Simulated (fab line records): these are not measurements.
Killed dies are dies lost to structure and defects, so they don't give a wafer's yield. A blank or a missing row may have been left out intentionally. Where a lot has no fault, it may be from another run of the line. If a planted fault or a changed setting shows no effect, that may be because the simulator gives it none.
2 desks, one fault ; flow sky130 ; each desk holds nothing but its own numbers, with what lay behind them at the end

## THE TOOL OWNER'S DESK: hdpcvd-02
The tool's own readings at SKY_VIA3_HDPCVD_00 (deposits SiO2, target thk 1635 nm, time 272.5 s): means of the sampled wafers that have a number, for each lot that ran on this tool. If a lot's mean is further than 4 standard deviations from the usual mean, the lot is out of limits and carries the mark OUT (the distance appears in the brackets).
Columns: A = run-length-s at SKY_VIA3_HDPCVD_00, usual 300.6 s; B = susceptor-temp-C at SKY_VIA3_HDPCVD_00, usual 400.00 C
lot;first seen here;A;B
L821;day 39 10:43;300.6;400.15
L827;day 41 05:39;300.5;399.91
L829;day 41 16:41;300.5;399.77
L831;day 42 07:52;305.8 (+16) OUT;399.89
L833;day 42 16:13;305.6 (+15) OUT;400.00
This desk's verdict: out of limits on L831, L833, starting with L831 at day 42 07:52 (run-length-s at SKY_VIA3_HDPCVD_00). In limits: L821, L827, L829.

## METROLOGY DESK
Lot by lot, what the gauges showed, no matter which tool ran the lot: averages of those sampled wafers that carry a number. If a lot's mean is further than 4 standard deviations from the usual mean, the lot is out of limits and carries the mark OUT (the distance appears in the brackets).
Columns: A = VIA3_HDPCVD_THK at SKY_VIA3_THK_MEAS_01, usual 1639 nm; B = cd-nm at SKY_VIA3_CD_MEAS_12, usual 200.3 nm; C = VIA3_W_THK at SKY_VIA3_THK_MEAS_23, usual 379 nm
lot;first seen here;A;B;C
L819;day 38 20:43;1626;200.7;387
L820;day 39 06:26;1631;199.3;377
L821;day 39 10:54;1609;199.9;380
L822;day 39 12:58;1651;199.7;385
L826;day 40 23:54;1639;199.5;380
L827;day 41 05:55;1644;202.9;379
L829;day 41 16:57;1641;198.8;370
L831;day 42 08:02;1671;202.9;370
L832;day 42 09:05;1645;199.3;381
L833;day 42 16:23;1674;200.7;381
L836;day 43 12:35;1648;199.3;371
L842;day 44 23:56;1648;199.2;378
This desk's verdict: no lot among the 12 shows anything out of limits.

## BROUGHT TOGETHER
The tool owner's desk could have raised an alarm at day 42 07:52, on L831, L833.
Metrology desk: nothing out of limits seen.
The metrology desk holds a record of L831, L833, inside its limits.
The lots listed all ran SKY_VIA3_HDPCVD_00 on hdpcvd-02.

## WHAT WAS PUT IN BY THE SIMULATOR
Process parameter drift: hdpcvd-02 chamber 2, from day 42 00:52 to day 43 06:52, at SKY_VIA3_HDPCVD_00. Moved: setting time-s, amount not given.
Struck lots among those shown: L831, L833.
Time in hours from fault onset to the first out-of-limits reading at each desk: the tool owner's desk, 7.
